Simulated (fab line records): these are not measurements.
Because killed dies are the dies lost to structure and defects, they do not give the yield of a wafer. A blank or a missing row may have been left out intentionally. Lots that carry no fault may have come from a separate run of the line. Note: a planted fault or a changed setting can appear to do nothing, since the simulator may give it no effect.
Which tool is to blame?	flow sky130	13 lots with 39 wafers sampled at 3 steps, on a route of 708 steps

== WHAT EACH GAUGE READ, for each wafer ==
SKY_VIA3_OVL_MEAS_13. Usual: VIA3_OVL -1 nm, standard deviation 5.
lot	measured	on	VIA3_OVL (nm)	flag
L647	day 39 18:21	overlay-02	3 -3 -2	
L650	day 40 12:54	overlay-01	4 3 -3	
L652	day 40 17:26	overlay-01	-3 7 -2	
L653	day 41 00:54	overlay-01	-5 2 -5	
L654	day 41 20:27	overlay-02	-4 -1 -7	
L658	day 42 11:57	overlay-01	-2 0 -3	
L659	day 42 18:38	overlay-01	-3 -2 -8	
L660	day 43 05:20	overlay-02	2 5 -3	
L662	day 43 17:44	overlay-01	7 2 4	
L663	day 44 13:28	overlay-02	-1 -4 3	
L664	day 44 14:15	overlay-02	-2 -3 -9	
L667	day 44 22:26	overlay-01	-5 -7 -7	
L670	day 46 04:22	overlay-02	7 4 4	

SKY_METAL4_CD_MEAS_13 targets a cd of 300 nm. Usual: cdNm reads 300.2 nm (standard deviation 1.7).
lot	measured	on	cdNm (nm)	flag
L647	day 41 21:25	cdSem-01	299.2 299.3 299.5	
L650	day 42 15:08	cdSem-02	302.5 300.8 300.5	
L652	day 42 19:10	cdSem-01	300.9 300.6 300.6	
L653	day 43 03:10	cdSem-01	299.1 299.5 299.1	
L654	day 43 21:17	cdSem-01	301.7 301.8 301.3	
L658	day 44 11:49	cdSem-02	299.0 299.7 302.2	
L659	day 44 18:46	cdSem-01	302.2 302.6 302.9	
L660	day 45 03:34	cdSem-02	303.3 303.7 301.0	
L662	day 45 15:32	cdSem-02	298.4 297.9 299.0	
L663	day 46 11:14	cdSem-02	302.2 302.0 302.0	
L664	day 46 10:47	cdSem-02	300.4 300.3 300.5	
L667	day 46 18:22	cdSem-01	300.2 301.2 301.1	
L670	day 47 22:24	cdSem-01	299.7 298.4 299.6	

== EACH LOT AND THE TOOL THAT RAN IT (in order: tool; ch and the chambers of the sampled wafers; start) ==
lot	SKY_VIA3_CVD_21
L647	cvdW-01 ch 0,1, day 39 19:11
L650	cvdW-01 ch 1, day 40 13:41
L652	cvdW-01 ch 0,1, day 40 18:14
L653	cvdW-01 ch 0,1, day 41 01:41
L654	cvdW-01 ch 0,1, day 41 21:16
L658	cvdW-02 ch 0, day 42 12:44
L659	cvdW-02 ch 0,1, day 42 19:26
L660	cvdW-01 ch 0,1, day 43 06:07
L662	cvdW-01 ch 0,1, day 43 18:34
L663	cvdW-01 ch 0,1, day 44 14:17
L664	cvdW-02 ch 1, day 44 15:02
L667	cvdW-02 ch 1, day 44 23:13
L670	cvdW-01 ch 0,1, day 46 05:13
- SKY_VIA3_CVD_21: deposits W, target thk 390 nm, time 117.31 s.

== AS READ BY THE TOOLS THEMSELVES (means over the sampled wafers that have a number; for cases with no such wafer, the mark the record gives instead) ==
SKY_VIA3_CVD_21. Usual: heaterPowerW reads 869 W (standard deviation 100).
lot	tool	heaterPowerW (W)	flag
L647	cvdW-01	894	
L650	cvdW-01	984	
L652	cvdW-01	882	
L653	cvdW-01	927	
L654	cvdW-01	870	
L658	cvdW-02	696	
L659	cvdW-02	777	
L660	cvdW-01	885	
L662	cvdW-01	930	
L663	cvdW-01	882	
L664	cvdW-02	913	
L667	cvdW-02	919	
L670	cvdW-01	876	

== THE ANSWER, worked out from the rows above alone ==
Rule: a lot is off if the mean of its wafers that have a number lies more than 3 standard deviations from the usual mean. A lot without any number at a reading at which 4 lots or more have one is off too. The other lots that the step has rows for count as sound. First the gauges in route order, then the tools' own readings, where a lot's mean is used as printed above. At the first step where some lot is off, the reading lying furthest off is the one used; lots without a number count as furthest.
Across all readings shown, no lot is off: no conclusion can be drawn from this.

== WHAT THE SIMULATOR PUT IN ==
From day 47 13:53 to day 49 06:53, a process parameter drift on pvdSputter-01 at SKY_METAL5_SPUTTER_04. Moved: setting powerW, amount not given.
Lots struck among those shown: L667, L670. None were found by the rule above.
